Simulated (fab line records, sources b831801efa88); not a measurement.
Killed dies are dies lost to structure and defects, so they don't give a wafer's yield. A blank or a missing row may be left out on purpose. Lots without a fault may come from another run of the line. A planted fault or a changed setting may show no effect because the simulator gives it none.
A struck lot beside a sound one | flow gf180mcu | 19 steps out of a route of 602
Sound: wafers L550.1, L550.2, L550.4. Struck: wafers L555.3, L555.4, L555.6. The cause comes at the end.
At each step with rows: each side's tool, then ch and its chambers, then its first start. Under that, the readings that differ: sound wafers | struck wafers | difference of the means | sigmas: that difference in standard deviations of wafers without a fault.
alike: readings whose means differ by less than 2 such deviations, and words and numbers that are the same on both sides. not compared: withheld readings, readings that some wafer has no value for, bounds like >300 that may hide the same value, and numbers for which the record gives no deviation and whose values overlap.
The two part at a step that has a row with sigmas, a row that says differs or no value, or rows on one side only. Numbers that don't overlap but have no deviation are shown without sigmas and don't part them. A reading that every wafer of one side lacks parts them only if that side has two wafers or more.

first, 4 steps without rows for these wafers: GF_NSD_SOFTBAKE_03 (time 60 s); GF_NSD_EXPOSE_04 (exposes mask Nplus, target cd 400 nm); GF_NSD_PEB_05; GF_NSD_DEVELOP_06 (develop time 60 s).
GF_NSD_CD_MEAS_07: target cd 400 nm.
  sound on cd_sem-02, day 13 14:55; struck on cd_sem-01, day 15 14:33
  alike: cd_nm
GF_NSD_OVL_MEAS_08:
  sound on overlay-02, day 13 15:02; struck on overlay-02, day 15 14:38
  alike: NSD_OVL
then, 2 steps without rows for these wafers: GF_NSD_IMPLANT_09; GF_NSD_IMPLANT_10.
GF_NSD_STRIP_11: strips in O2/N2.
  sound on plasma_asher-01 ch 0,1, day 13 15:23; struck on plasma_asher-01 ch 0,1, day 15 15:00
  alike: drypump_motor_current_A, heater_power_w, oes_product_au, strip_time_to_endpoint_s
  not compared: rf_hours_counter_h
GF_NSD_TW_MEAS_12:
  sound on film_metro-02, day 13 15:29; struck on film_metro-01, day 15 15:05
  reading | sound          | struck         | difference | sigmas
  NSD_TW  | 4167 4177 4179 | 4267 4285 4291 | +107       | +2
then, 2 steps without rows for these wafers: GF_PSD_DEHYDRATE_00 (time 60 s); GF_PSD_HMDS_01 (prime time 60 s).
GF_PSD_COAT_02: resist thk 1000 nm.
  sound on litho_track-01 ch 0, day 14 00:23; struck on litho_track-01, day 16 01:47
  no value came back on the struck wafers for chill_plate_temp_C (C), dispense_pressure_kPa (kPa); on the sound wafers chill_plate_temp_C (C) reads 22.95 22.91 23.01
then, 4 steps without rows for these wafers: GF_PSD_SOFTBAKE_03 (time 60 s); GF_PSD_EXPOSE_04 (exposes mask Pplus, target cd 400 nm); GF_PSD_PEB_05; GF_PSD_DEVELOP_06 (develop time 60 s).
GF_PSD_CD_MEAS_07: target cd 400 nm.
  sound on cd_sem-01, day 14 10:38; struck on cd_sem-01, day 16 12:55
  reading    | sound             | struck | difference                    | sigmas
  cd_nm (nm) | 399.9 400.6 399.5 | - - -  | no value on the struck wafers |
GF_PSD_OVL_MEAS_08:
  sound on overlay-01, day 14 10:46; struck on overlay-01, day 16 13:01
  reading      | sound         | struck | difference                    | sigmas
  PSD_OVL (nm) | 2.2 -1.1 -0.8 | - - -  | no value on the struck wafers |

WHERE THEY PART
First at GF_NSD_TW_MEAS_12; last, within this record, at GF_PSD_OVL_MEAS_08.

WHY: what the simulator had put in
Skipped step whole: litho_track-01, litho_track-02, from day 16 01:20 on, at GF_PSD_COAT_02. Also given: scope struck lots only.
